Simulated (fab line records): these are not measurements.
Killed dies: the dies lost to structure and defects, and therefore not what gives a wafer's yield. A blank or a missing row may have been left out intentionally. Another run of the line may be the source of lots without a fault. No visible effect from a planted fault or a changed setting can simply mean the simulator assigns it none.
fab line records	flow sky130
record lots=14	wafers=41	last-day=50
route steps=708 shown FIELD_ISO@15 PWDE@51 NWELL@63 VT_ADJUST_HVTR@141
lots that met no fault: taken from a fault-free run of the same line
start-h: hours from the record's first day to the start of the lot's first wafer shown	wait-h: hours from the lot's prior step to this one	" as in the row above	L1.1+2: several wafers, shown together as one row	- no value, or no start given	* or withheld: withheld	< > ~ a bound
route shown NAME@n: names a module that has steps shown in the file, with the first one's number in the route	usual: mean/standard deviation of fault-free wafers	same: alike in all rows	chamber/n: place in a boat	sites: the reading at each site	_std_site: their standard deviation	_edge_site: mean of outer sites minus mean of inner sites	radius-mm: for every site, how far away it sits from the centre of the wafer	mask NAME#n: copy n	behind: the most recent tool/chamber to have shaped the wafer	hold: why the lot went on hold/how many hours it stayed there/how the hold came to an end	device: the n, p or np transistor that did not switch	end of line: the same wafers' tests at the end of the route	a step without rows: its recipe alone	killed: count of dies lost to structure and defects at first sort (not the wafer's yield)	map: a wafer's dies, marking killed ones x, the rest . and places with no die _
set.NAME: setting as actually run; set.NAME@STEP: the setting as run at that earlier step	model.NAME: the simulator's own value behind a step, which no gauge read
steps of the route over a sample of lots; a table a step, a row a wafer
services: when a tool's chamber went out of use (start-h, in hours from the record's first day, below 0 if earlier), for how many hours, and the reason
## steps
# step SKY_FIELD_ISO_ETCH_14
# recipe chemistry=N2/H2	target=BARC	ion-energy-ev=200	source-w=500	bias-w=100	pressure-mtorr=30	n2-flow-sccm=100	h2-flow-sccm=200	stop-on=SiO2	time-s=45.9	target-depth-a=600
# usual drypump-motor-current-A=5.7/0.52	oes-product-au=0.854/0.0044	throttle-valve-pct=13.224/0.0094
lot.wafer	tool	chamber	start-h	wait-h	drypump-motor-current-A	oes-product-au	rf-hours-counter-h	throttle-valve-pct
L322.1	rie-diel-03	0	29.66	0.1	5.6	0.857	162	13.210
L322.4	"	2	"	"	4.8	0.854	126	13.226
L322.6	"	1	"	"	6.3	0.853	-	13.216
L323.3	rie-diel-04	3	33.29	0.1	5.0	0.852	146	13.227
L323.5	"	3	"	"	5.1	0.857	-	13.225
L323.6	"	0	"	"	6.3	0.855	-	13.228
L324.1	rie-diel-02	2	40.36	0.1	5.2	0.861	118	13.211
L324.2	"	1	"	"	6.0	0.848	148	13.216
L324.4	"	3	"	"	5.3	0.853	5	13.225
L325.1	rie-diel-03	1	44.39	0.1	6.3	0.859	72	13.218
L325.4	"	3	"	"	6.0	0.857	106	13.223
L325.5	"	1	"	"	6.3	0.853	-	13.226
L326.1	rie-diel-03	1	49.16	0.1	6.3	0.853	72	13.218
L326.2	"	2	"	"	4.8	0.856	127	13.233
L326.6	"	3	"	"	6.0	0.856	-	13.222
L327.1	rie-diel-04	2	55.21	0.1	5.5	0.849	21	13.235
L327.3	"	0	"	"	6.4	0.850	32	13.219
L327.4	"	1	"	"	5.6	0.848	157	13.218
L328.1	rie-diel-03	3	59.69	0.1	6.0	0.850	106	13.219
L328.5	"	0	"	"	5.6	0.864	-	13.217
L328.6	"	3	"	"	6.0	0.853	-	13.220
L329.1	rie-diel-04	3	66.83	0.1	5.1	0.853	147	13.231
L329.3	"	0	"	"	6.4	0.852	32	13.241
L329.5	"	1	"	"	5.6	0.852	-	13.210
L330.1	rie-diel-04	0	70.54	0.1	6.3	0.853	32	13.230
L330.4	"	3	"	"	5.1	0.858	147	13.219
L330.5	"	3	"	"	5.1	0.857	-	13.222
L331.1	rie-diel-02	3	75.34	0.1	5.3	0.859	6	13.227
L331.3	"	2	"	"	5.2	0.853	119	13.215
L331.6	"	2	"	"	5.2	0.851	-	13.223
L332.2	rie-diel-04	1	79.24	0.1	5.6	0.859	157	13.209
L332.3	"	3	"	"	5.0	0.854	147	13.240
L332.4	"	2	"	"	5.6	0.859	21	13.202
L340.1	rie-diel-04	3	122.53	0.1	5.0	0.850	148	13.234
L340.5	"	3	"	"	5.1	0.847	-	13.209
L340.6	"	0	"	"	6.4	0.858	-	13.212
L341.1	rie-diel-02	3	127.83	0.1	5.3	0.854	7	13.224
L341.5	"	0	"	"	6.3	0.855	-	13.229
L344.3	rie-diel-02	1	143.19	0.1	6.0	0.857	150	13.215
L344.4	"	2	"	"	5.2	0.857	120	13.236
L344.5	"	1	"	"	6.0	0.853	-	13.217
# step SKY_PWDE_DEVELOP_06
# recipe wall-angle-deg=90	developer=TMAH	develop-time-s=60	dev-temp-c=23
# usual chill-plate-temp-C=23.01/0.1
lot.wafer	tool	chamber	start-h	wait-h	chill-plate-temp-C
L322.1	litho-track-01	0	67	-	22.89
L322.4	"	0	"	"	22.95
L322.6	"	0	"	"	22.98
L323.3	litho-track-02	0	74	-	23.06
L323.5	"	0	"	"	22.96
L323.6	"	0	"	"	22.93
L324.1	litho-track-02	0	79	-	22.93
L324.2	"	0	"	"	23.16
L324.4	"	0	"	"	23.14
L325.1	litho-track-02	0	85	-	22.90
L325.4	"	0	"	"	22.92
L325.5	"	0	"	"	22.96
L326.1	litho-track-02	0	91	-	22.89
L326.2	"	0	92	-	23.11
L326.6	"	0	"	"	22.89
L327.1	litho-track-01	0	96	-	23.11
L327.3	"	0	"	"	23.02
L327.4	"	0	"	"	23.16
L328.1	litho-track-02	0	101	-	23.07
L328.5	"	0	"	"	23.15
L328.6	"	0	"	"	23.09
L329.1	litho-track-04	0	108	-	22.87
L329.3	"	0	"	"	22.97
L329.5	"	0	"	"	22.98
L330.1	litho-track-04	0	113	-	23.06
L330.4	"	0	114	-	23.06
L330.5	"	0	"	"	22.90
L331.1	litho-track-01	0	116	-	23.03
L331.3	"	0	"	"	23.13
L331.6	"	0	117	-	22.98
L332.2	litho-track-02	0	124	-	23.08
L332.3	"	0	"	"	22.98
L332.4	"	0	"	"	23.17
L340.1	litho-track-01	0	170	-	23.15
L340.5	"	0	"	"	23.12
L340.6	"	0	"	"	22.96
L341.1	litho-track-01	0	172	-	22.92
L341.5	"	0	"	"	23.00
L344.3	litho-track-02	0	189	-	23.02
L344.4	"	0	"	"	22.97
L344.5	"	0	"	"	23.06
# step SKY_PWDE_OVL_MEAS_07
# usual PWDE_OVL=2.2/1.3
lot.wafer	tool	chamber	start-h	wait-h	PWDE_OVL[nm]
L322.1	overlay-02	-	67.47	-	2.0
L322.4	"	-	"	"	1.7
L322.6	"	-	"	"	1.8
L323.3	overlay-01	-	74.25	-	2.4
L323.5	"	-	"	"	1.5
L323.6	"	-	"	"	2.7
L324.1	overlay-02	-	79.24	-	2.0
L324.2	"	-	"	"	3.4
L324.4	"	-	"	"	4.3
L325.1	overlay-02	-	85.29	-	1.4
L325.4	"	-	"	"	2.5
L325.5	"	-	"	"	1.6
L326.1	overlay-01	-	92.14	-	1.0
L326.2	"	-	"	"	1.3
L326.6	"	-	"	"	1.3
L327.1	overlay-02	-	96.62	-	2.3
L327.3	"	-	"	"	2.9
L327.4	"	-	"	"	2.2
L328.1	overlay-01	-	101.59	-	1.3
L328.5	"	-	"	"	3.3
L328.6	"	-	"	"	3.3
L329.1	overlay-01	-	108.68	-	1.2
L329.3	"	-	"	"	1.6
L329.5	"	-	"	"	0.7
L330.1	overlay-02	-	114.08	-	3.2
L330.4	"	-	"	"	2.7
L330.5	"	-	"	"	3.0
L331.1	overlay-01	-	117.07	-	2.7
L331.3	"	-	"	"	2.8
L331.6	"	-	"	"	4.2
L332.2	overlay-02	-	124.39	-	5.1
L332.3	"	-	"	"	4.2
L332.4	"	-	"	"	5.1
L340.1	overlay-01	-	170.57	-	-
L340.5	"	-	"	"	1.4
L340.6	"	-	"	"	1.7
L341.1	overlay-01	-	172.82	-	-
L341.5	"	-	"	"	0.5
L344.3	overlay-01	-	189.95	-	-0.5
L344.4	"	-	"	"	1.2
L344.5	"	-	"	"	0.5
# step SKY_PWDE_TW_MEAS_10
# usual PWDE_TW=373.4/2.9
lot.wafer	tool	chamber	start-h	wait-h	PWDE_TW
L322.1	film-metro-03	-	67.75	0.1	373.3
L322.4	"	-	"	"	376.3
L322.6	"	-	"	"	376.0
L323.3	film-metro-04	-	74.54	0.1	368.9
L323.5	"	-	"	"	368.2
L323.6	"	-	"	"	369.8
L324.1	film-metro-04	-	79.52	0.1	367.6
L324.2	"	-	"	"	367.5
L324.4	"	-	"	"	367.3
L325.1	film-metro-03	-	85.57	0.1	375.3
L325.4	"	-	"	"	374.5
L325.5	"	-	"	"	375.1
L326.1	film-metro-03	-	92.42	0.1	374.6
L326.2	"	-	"	"	375.5
L326.6	"	-	"	"	375.1
L327.1	film-metro-01	-	96.90	0.1	375.3
L327.3	"	-	"	"	376.3
L327.4	"	-	"	"	377.6
L328.1	film-metro-01	-	101.87	0.1	375.7
L328.5	"	-	"	"	377.1
L328.6	"	-	"	"	374.8
L329.1	film-metro-01	-	108.96	0.1	375.2
L329.3	"	-	"	"	377.0
L329.5	"	-	"	"	375.8
L330.1	film-metro-03	-	114.36	0.1	373.0
L330.4	"	-	"	"	374.5
L330.5	"	-	"	"	374.0
L331.1	film-metro-03	-	117.35	0.1	374.9
L331.3	"	-	"	"	374.7
L331.6	"	-	"	"	373.9
L332.2	film-metro-04	-	124.68	0.1	369.2
L332.3	"	-	"	"	371.6
L332.4	"	-	"	"	370.1
L340.1	film-metro-04	-	170.85	0.1	29.9
L340.5	"	-	"	"	373.0
L340.6	"	-	"	"	371.4
L341.1	film-metro-03	-	173.10	0.1	30.2
L341.5	"	-	"	"	375.5
L344.3	film-metro-01	-	190.24	0.1	374.1
L344.4	"	-	"	"	374.8
L344.5	"	-	"	"	376.4
# step SKY_NWELL_OVL_MEAS_10
# usual NWELL_00_OVL=0.5/1.3
lot.wafer	tool	chamber	start-h	wait-h	NWELL_00_OVL[nm]
L322.1	overlay-02	-	83.86	-	0.3
L322.4	"	-	"	"	0.5
L322.6	"	-	"	"	1.5
L323.3	overlay-01	-	90.98	-	-0.4
L323.5	"	-	"	"	0.4
L323.6	"	-	"	"	1.8
L324.1	overlay-02	-	97.26	-	4.1
L324.2	"	-	"	"	2.3
L324.4	"	-	"	"	2.5
L325.1	overlay-01	-	103.07	-	-0.2
L325.4	"	-	"	"	0.4
L325.5	"	-	"	"	1.2
L326.1	overlay-02	-	110.42	-	0.5
L326.2	"	-	"	"	-1.0
L326.6	"	-	"	"	-0.6
L327.1	overlay-01	-	114.82	-	0.7
L327.3	"	-	"	"	0.9
L327.4	"	-	"	"	0.4
L328.1	overlay-01	-	120.83	-	0.3
L328.5	"	-	"	"	0.4
L328.6	"	-	"	"	1.9
L329.1	overlay-01	-	126.98	-	1.8
L329.3	"	-	"	"	0.2
L329.5	"	-	"	"	1.7
L330.1	overlay-02	-	132.36	-	3.1
L330.4	"	-	"	"	3.9
L330.5	"	-	"	"	1.5
L331.1	overlay-01	-	136.47	-	-0.6
L331.3	"	-	"	"	0.1
L331.6	"	-	"	"	0.5
L332.2	overlay-02	-	143.78	-	0.0
L332.3	"	-	"	"	-0.2
L332.4	"	-	"	"	-0.3
L340.1	overlay-02	-	191.51	-	-0.6
L340.5	"	-	"	"	1.6
L340.6	"	-	"	"	1.4
L341.1	overlay-01	-	194.32	-	1.2
L341.5	"	-	"	"	1.6
L344.3	overlay-02	-	212.39	-	0.5
L344.4	"	-	"	"	0.9
L344.5	"	-	"	"	-0.1
# step SKY_VT_ADJUST_HVTR_STRIP_10
# recipe chemistry=O2/N2	power-w=1400	pressure-mtorr=1500	platen-temp-c=withheld	o2-flow-sccm=3000	n2-flow-sccm=300	overash-fraction=0.5
# usual drypump-motor-current-A=5.7/0.37	o2-flow-sccm=2998/9.6	oes-product-au=0.715/0.0046	strip-time-to-endpoint-s=14.18/0.034
# same overash-fraction=0.5
lot.wafer	tool	chamber	start-h	wait-h	drypump-motor-current-A	o2-flow-sccm	oes-product-au	rf-hours-counter-h	strip-time-to-endpoint-s
L322.1	plasma-asher-02	1	202.62	0.1	5.6	2984	0.725	38	14.15
L322.4	"	0	"	"	6.0	3001	0.713	-	14.16
L322.6	"	0	"	"	6.0	2994	0.721	-	14.17
L323.3	plasma-asher-02	0	210.71	0.1	6.0	3003	0.719	-	14.17
L323.5	"	1	"	"	5.6	3000	0.718	-	14.16
L323.6	"	0	"	"	6.0	3005	0.715	-	14.17
L324.1	plasma-asher-04	1	218.48	0.1	5.9	2988	0.720	52	14.20
L324.2	"	0	"	"	4.8	3000	0.711	52	14.21
L324.4	"	1	"	"	5.9	2993	0.722	-	14.21
L325.1	plasma-asher-02	0	225.62	0.1	6.0	2987	0.716	40	14.17
L325.4	"	1	"	"	5.5	2993	0.716	-	14.19
L325.5	"	1	"	"	5.6	2994	0.711	-	14.13
L326.1	plasma-asher-02	0	233.42	0.1	6.0	2991	0.714	41	14.13
L326.2	"	1	"	"	5.6	3002	0.717	41	14.15
L326.6	"	1	"	"	5.6	3003	0.712	-	14.17
L327.1	plasma-asher-04	1	239.62	0.1	5.9	2982	0.710	54	14.19
L327.3	"	0	"	"	4.8	3001	0.720	-	14.21
L327.4	"	1	"	"	5.9	2997	0.712	-	14.20
L328.1	plasma-asher-02	0	245.82	0.1	6.0	3014	0.718	42	14.09
L328.5	"	0	"	"	6.0	3008	0.716	-	14.17
L328.6	"	1	"	"	5.6	2994	0.711	-	14.14
L329.1	plasma-asher-03	0	254.27	0.1	6.0	2977	0.713	58	14.19
L329.3	"	1	"	"	5.6	3007	0.719	-	14.21
L329.5	"	1	"	"	5.6	3009	0.710	-	14.21
L330.1	plasma-asher-02	0	259.77	0.1	6.0	2999	0.722	43	14.12
L330.4	"	1	"	"	5.5	2998	0.715	-	14.17
L330.5	"	0	"	"	6.0	3005	0.718	-	14.14
L331.1	plasma-asher-03	0	266.02	0.1	6.0	2996	0.713	59	14.20
L331.3	"	1	"	"	5.6	3001	0.713	-	14.20
L331.6	"	1	"	"	5.6	2988	0.713	-	14.22
L332.2	plasma-asher-03	0	276.12	0.1	6.0	2986	0.715	60	14.21
L332.3	"	1	"	"	5.6	2999	0.720	-	14.20
L332.4	"	0	"	"	6.0	2986	0.714	-	14.18
L340.1	plasma-asher-02	0	336.77	0.1	6.0	3003	0.706	49	14.13
L340.5	"	0	"	"	6.0	3010	0.710	-	14.17
L340.6	"	1	"	"	5.6	2996	0.715	-	14.17
L341.1	plasma-asher-02	1	340.72	0.1	5.6	2988	0.711	50	14.10
L341.5	"	1	"	"	5.5	2997	0.711	-	14.16
L344.3	plasma-asher-03	0	364.41	0.1	6.0	3006	0.716	-	14.20
L344.4	"	1	"	"	5.6	3017	0.712	-	14.23
L344.5	"	1	"	"	5.6	3010	0.722	-	14.23
## services
tool	chamber	start-h	hours	kind
plasma-asher-02	-	9.82	15.6	pm
rie-diel-02	2	20.07	3.6	repair
rie-diel-04	1	68.18	1.3	repair
rie-diel-04	0	85.14	10.8	repair
rie-diel-04	2	94.24	9.7	repair
rie-diel-03	-	104.54	0.8	repair
rie-diel-04	1	118.77	7.0	repair
plasma-asher-02	-	128.84	5.3	repair
rie-diel-03	0	136.44	14.9	repair
rie-diel-03	-	141.21	2.8	pm
rie-diel-03	-	153.86	14.6	pm
plasma-asher-03	-	166.17	0.8	repair
rie-diel-03	1	182.13	1.7	repair
rie-diel-02	3	224.74	8.4	repair
rie-diel-02	3	250.53	1.4	repair
plasma-asher-02	-	268.81	4.3	pm
plasma-asher-03	-	277.76	0.3	repair
rie-diel-03	0	278.74	11.5	repair
plasma-asher-02	-	297.11	14.6	pm
rie-diel-04	3	302.70	7.1	repair
rie-diel-02	-	310.26	1.7	repair
rie-diel-04	0	318.80	5.8	repair
rie-diel-04	-	341.59	1.3	repair
plasma-asher-03	-	357.16	0.6	repair
## key
first-sign step=SKY_PWDE_OVL_MEAS_07	reading=PWDE_OVL	direction=missing
effect step=SKY_PWDE_TW_MEAS_10	reading=PWDE_TW	direction=down	sigmas=99+	usual=373.4	struck=30.0
met-at SKY_PWDE_DEVELOP_06
struck-lots L340,L341
struck-wafers L340.1,L341.1
sort-left-out L340.1,L341.1
tester-left-out L340,L341
not-acting-at SKY_FIELD_ISO_ETCH_14,SKY_NWELL_OVL_MEAS_10,SKY_VT_ADJUST_HVTR_STRIP_10
onset-between 116 170
fault kind=process-parameter-drift	tool=litho-track-01	chamber=-	onset-h=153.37	steps=SKY_PWDE_DEVELOP_06	channel=develop-time-s	offset=*	shape=step	end-h=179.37	scope=struck-wafers-only	acts-in=*	stated=*
# tester-left-out: of these lots the tester's yield and bins aren't shown, on N5 and GAA mostly nor the transistor test; their killed dies are dies lost to structure and defects alone, not to doping, threshold or leakage, so they don't give the yield
# sort-left-out: the simulated sort isn't trusted on such a fault, so these wafers' sort isn't shown, and their yield isn't known
